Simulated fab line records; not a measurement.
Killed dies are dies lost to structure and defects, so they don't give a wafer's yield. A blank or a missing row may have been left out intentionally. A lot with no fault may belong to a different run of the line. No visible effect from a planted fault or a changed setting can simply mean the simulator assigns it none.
2 desks looking at one fault -- flow gf180mcu -- only its own numbers are on each desk; what lay behind them is given at the end

== TOOL OWNER'S DESK, lithoTrack-01 ==
The tool's own readings at GF_M5_PEB_05 (peb time 90 s): means of the sampled wafers that have a number, for each lot that ran on this tool. Any lot whose mean is over 4 standard deviations away from the usual mean is out of limits and marked OUT; that distance is given in the brackets.
Columns: A = exhaustPa at GF_M5_PEB_05, usual 44.8 Pa; B = heaterPowerTotalW at GF_M5_PEB_05, usual 85.70 W; C = plateTempC at GF_M5_PEB_05, usual 135.03 C
lot,first seen here,A,B,C
L625,day 28 17:53,46.2,96.81 (+99 or more) OUT,148.19 (+99 or more) OUT
L626,day 29 04:40,43.5,96.86 (+99 or more) OUT,148.31 (+99 or more) OUT
L628,day 29 11:40,45.9,96.89 (+99 or more) OUT,148.40 (+99 or more) OUT
L637,day 32 08:37,44.6,85.75,135.10
L639,day 32 17:01,44.2,85.66,135.04
L638,day 32 18:19,44.6,85.65,134.92
L640,day 33 00:28,44.7,85.72,135.08
This desk finds L625, L626, L628 out of limits, L625 being first, at day 28 17:53 (heaterPowerTotalW at GF_M5_PEB_05). L637, L639, L638, L640 stayed within limits.

== AT THE METROLOGY DESK ==
Lot by lot, what the gauges showed, no matter which tool ran the lot: averages of those sampled wafers that carry a number. Any lot whose mean is over 4 standard deviations away from the usual mean is out of limits and marked OUT; that distance is given in the brackets.
Columns: A = cdNm at GF_M5_CD_MEAS_07, usual 280.3 nm
lot,first seen here,A
L618,day 26 16:35,280.9
L621,day 27 18:59,281.7
L625,day 28 18:20,258.5 (-20) OUT
L626,day 29 05:01,265.1 (-14) OUT
L628,day 29 12:01,263.6 (-15) OUT
L629,day 29 23:44,281.5
L630,day 30 05:31,281.6
L631,day 30 10:17,279.6
L632,day 30 15:49,280.8
L637,day 32 08:58,280.3
L639,day 32 17:22,280.3
L638,day 32 18:40,279.4
L640,day 33 00:49,279.8
This desk finds L625, L626, L628 out of limits, L625 being first, at day 28 18:20 (cdNm at GF_M5_CD_MEAS_07). L618, L621, L629, L630, L631, L632, L637, L639, L638, L640 stayed within limits.

== PUT TOGETHER ==
At day 28 17:53, on L625, L626, L628, the tool owner's desk was in a position to raise an alarm.
At day 28 18:20 the metrology desk could have sounded an alarm, on L625, L626, L628.
Of the lots named, all ran GF_M5_PEB_05 on lithoTrack-01.

== WHAT THE SIMULATOR PUT IN ==
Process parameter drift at GF_M5_PEB_05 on lithoTrack-01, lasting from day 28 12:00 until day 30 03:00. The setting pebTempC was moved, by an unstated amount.
Lots struck among those shown: L625, L626, L628.
Hours from the fault's start to each desk's first reading out of limits: the tool owner's desk, 6; the metrology desk, 6.
